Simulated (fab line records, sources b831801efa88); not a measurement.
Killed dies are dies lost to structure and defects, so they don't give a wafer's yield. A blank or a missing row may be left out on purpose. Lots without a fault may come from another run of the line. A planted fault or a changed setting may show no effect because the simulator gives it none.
Problem report in the 8D (eight disciplines) form, filled by code | flow sky130 | the parts of the form that need people (team, actions taken, sign-off) are left out

1. THE PROBLEM
killed_at_M4_up at SKY_PAD_OPEN_PROBE_99 reads a mean of 38.7 on 6 wafers of 2 lots; wafers without a fault read 3.4 with a standard deviation of 1.8. That is +20 standard deviations from the usual mean.
First seen on wafer L389.2, day 50 06:04, on prober-02. The record holds 15 wafers of 5 lots with a number at this step. Rule for "out", or "out of limits": more than 4 standard deviations from the usual mean. The other wafers with a number count as sound.

2. WHAT IT IS AND WHAT IT IS NOT
question                    | is                     | is not
which readings at this step | killed_at_M4_up        | killed_at_M0_to_M3, killed_at_front_end, killed_at_other, sort_bin_6_memory
which lots                  | L389, L390             | L381, L384, L393
which wafers of those lots  | all that have a number | -
read on which tools         | prober-01, prober-02   | -
when                        | from day 50 06:04      | up to then (6 sound wafers); but 3 sound wafers of L393 came after

3. SUSPECTS, AND WHAT RULES EACH OUT
Counting: a tool at a process step up to the reading stays a suspect if it ran every lot that is out and no sound lot after the first of them.
- pvd_sputter-02 at SKY_METAL4_SPUTTER_03 (material Ti, target thk 5 nm, time 3.3 s): kept. It ran every lot that is out, first L389 (day 45 01:49), and no sound lot after that.
Left after counting: pvd_sputter-02 at SKY_METAL4_SPUTTER_03.

4. THE CAUSE (what the simulator had put in)
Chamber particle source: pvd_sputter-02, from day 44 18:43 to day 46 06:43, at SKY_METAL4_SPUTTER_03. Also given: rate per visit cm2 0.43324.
Counting left only this tool.

5. THE CHAIN OF EFFECTS, in route order
Each row: a reading whose mean over the struck wafers that have a number lies more than 3 standard deviations from the usual. Only readings for which the record gives a usual standard deviation are gone through. hours: the time from each lot's start at the first step in this table that gives one to its start at this step, as a median over the lots. sigmas: the change in usual standard deviations.
hours | step                  | reading              | usual  | on struck wafers | change | sigmas
0     | SKY_PAD_OPEN_PROBE_99 | defect_limited_yield | 82.6 % | 76.3             | -6.3   | -3.5
0     | SKY_PAD_OPEN_PROBE_99 | killed_at_M4_up      | 3.4    | 38.7             | +35.3  | +20
0     | SKY_PAD_OPEN_PROBE_99 | killed_dies          | 85     | 116              | +32    | +3.6
0     | SKY_PAD_OPEN_PROBE_99 | sort_bin_3_pad_short | 0.9 %  | 2.1              | +1.2   | +3.0
0     | SKY_PAD_OPEN_PROBE_99 | sort_bin_5_function  | 10.1 % | 15.2             | +5.1   | +3.4
0     | SKY_PAD_OPEN_PROBE_99 | sort_n_pass          | 407    | 376              | -32    | -3.6
0     | SKY_PAD_OPEN_PROBE_99 | sort_yield_pct       | 82.6 % | 76.3             | -6.3   | -3.5
The process steps in it:
- SKY_PAD_OPEN_PROBE_99

6. WHAT WOULD HAVE CAUGHT IT SOONER
In this record the first reading out of limits was taken at day 50 06:04, 131 hours after the fault began at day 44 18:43.
Of the tool readings at SKY_METAL4_SPUTTER_03 for which the record gives a usual standard deviation, none was out on any struck wafer, so an alarm limit of 4 standard deviations on them would not have fired.
All the lots that are out (2) had begun SKY_METAL4_SPUTTER_03 on pvd_sputter-02 by day 50 06:04. A hold on the tool at that time would have spared none of them.
